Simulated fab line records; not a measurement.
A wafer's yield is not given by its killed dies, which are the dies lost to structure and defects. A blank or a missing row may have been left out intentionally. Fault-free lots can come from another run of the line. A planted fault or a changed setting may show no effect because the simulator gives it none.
Chamber matching -- flow gf180mcu -- GF_V4_CVD_00 on hdpcvd-01 has 3 sister chambers
The step deposits SiO2, target thk 600 nm, time 100 s. 14 wafers are shown with their chamber, then 7 later ones without.

== WAFERS, EACH WITH ITS CHAMBER ==
wafer,chamber,sih4 flow sccm (sccm)
L606.1,0,60.04
L606.2,1,60.36
L606.3,2,59.81
L607.1,1,59.93
L607.2,2,59.86
L607.3,0,60.15
L608.1,2,59.79
L608.3,0,60.11
L608.5,1,60.13
L609.1,0,59.99
L609.5,0,59.97
L609.6,2,60.44
L625.1,2,59.84
L625.4,2,60.24

SIGNATURES, as means of the wafers listed above
reading,chamber 0,chamber 1,chamber 2,scatter within a chamber
sih4 flow sccm,60.0520,60.1400,59.9967,0.212
Rule: a wafer lies at a distance from a chamber equal to the root of the sum of squares, over the readings, of (its reading less the chamber's mean, divided by the reading's scatter). If the next closest chamber is less than 2 further off than the closest, the wafer can't be placed; otherwise it belongs to the closest. The scatter: the root of (the sum of the squares of (reading less its chamber's mean) over the shown wafers, divided by (wafers less chambers)).

== WAFERS MISSING THEIR CHAMBER ==
wafer,sih4 flow sccm (sccm)
L625.6,59.92
L626.1,59.64
L626.3,59.92
L626.5,59.80
L627.3,59.92
L627.4,60.18
L627.6,59.98

== WHICH CHAMBER EACH WENT THROUGH ==
wafer,from the rows above,in truth
L625.6,can't be placed: 2 or 0 or 1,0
L626.1,can't be placed: 2 or 0 or 1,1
L626.3,can't be placed: 2 or 0 or 1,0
L626.5,can't be placed: 2 or 0 or 1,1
L627.3,can't be placed: 2 or 0 or 1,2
L627.4,can't be placed: 1 or 0 or 2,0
L627.6,can't be placed: 2 or 0 or 1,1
Correctly placed: 0 of 7. Can't be placed from these rows: 7 (the true chamber is among the candidates in 7). Number placed wrongly: 0.
